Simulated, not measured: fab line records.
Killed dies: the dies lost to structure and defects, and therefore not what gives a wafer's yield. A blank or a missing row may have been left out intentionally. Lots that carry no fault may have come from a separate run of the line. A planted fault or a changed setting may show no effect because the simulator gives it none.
Problem report in the 8D (eight disciplines) form, filled by code ; flow gf180mcu ; the parts of the form that need people (team, actions taken, sign-off) are left out

== 1. PROBLEM STATEMENT ==
beam_energy_keV at GF_VT_IMPLANT_IMPLANT_08 reads a mean of 19.771 on 6 wafers of 2 lots; wafers without a fault read 20.000 with a standard deviation of 0.006. Measured from the usual mean, that is -38 standard deviations.
First seen on wafer L694.1, day 9 17:30, on implanter-02. Wafers with a number at this step in the record: 36, from 12 lots. Rule for "out" (also "out of limits"): further than 4 standard deviations from the usual mean. All remaining wafers that have a number are taken as sound.

== 2. WHAT IT IS AND WHAT IT IS NOT ==
question;is;is not
which readings at this step;beam_energy_keV;beam_on_s
which lots;L694, L695;L678, L679, L680, L681, L682, L683, L684, L685, L698, L701
which wafers of those lots;all that have a number;-
read on which tools;implanter-02;implanter-01, implanter-04
when;from day 9 17:30;"up to then (24 sound wafers); but 6 sound wafers of L698, L701 came after"

== 3. THE SUSPECTS, EACH WITH WHAT RULES IT OUT ==
Counting: a tool at any process step up to the reading remains a suspect when it ran all the lots that are out and ran no sound lot after the first of those.
- implanter-02 at GF_VT_IMPLANT_IMPLANT_08: kept. Every lot that is out went through it, starting with L694 (day 9 17:30), and after that it ran no sound lot; the last sound lot it ran before then is L678 (day 5 15:38). Its own beam_energy_keV readings are out on those wafers.
Remaining after the count: implanter-02 at GF_VT_IMPLANT_IMPLANT_08.

== 4. THE CAUSE (what the simulator had put in) ==
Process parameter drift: implanter-02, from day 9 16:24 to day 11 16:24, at GF_VT_IMPLANT_IMPLANT_08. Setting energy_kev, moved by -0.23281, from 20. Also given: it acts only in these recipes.
Only this tool survived the counting.

== 5. THE EFFECT CHAIN, in route order ==
Rows list readings where the struck wafers' mean (over those with a number) sits beyond 3 standard deviations from the usual. Only readings whose record carries a usual standard deviation are examined. hours: median over the lots of the time between each lot's start at the first step of this table that gives one and its start at this step. sigmas: the change, counted in usual standard deviations.
hours;step;reading;usual;on struck wafers;change;sigmas
0;GF_VT_IMPLANT_IMPLANT_08;beam_energy_keV;20.000;19.771;-0.229;-38
Its process steps:
- GF_VT_IMPLANT_IMPLANT_08
Later steps that measure or inspect, where all struck wafers having a row at the step show a number for every such reading and not one has moved that far: GF_VT_IMPLANT_OVL_MEAS_18, GF_POLY_GATE_THK_MEAS_01, GF_HV_LDD_CD_MEAS_19.

== 6. HOW IT WOULD HAVE BEEN CAUGHT EARLIER ==
In this record the first reading out of limits was taken at day 9 17:30, 1 hour after the fault began at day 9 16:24.
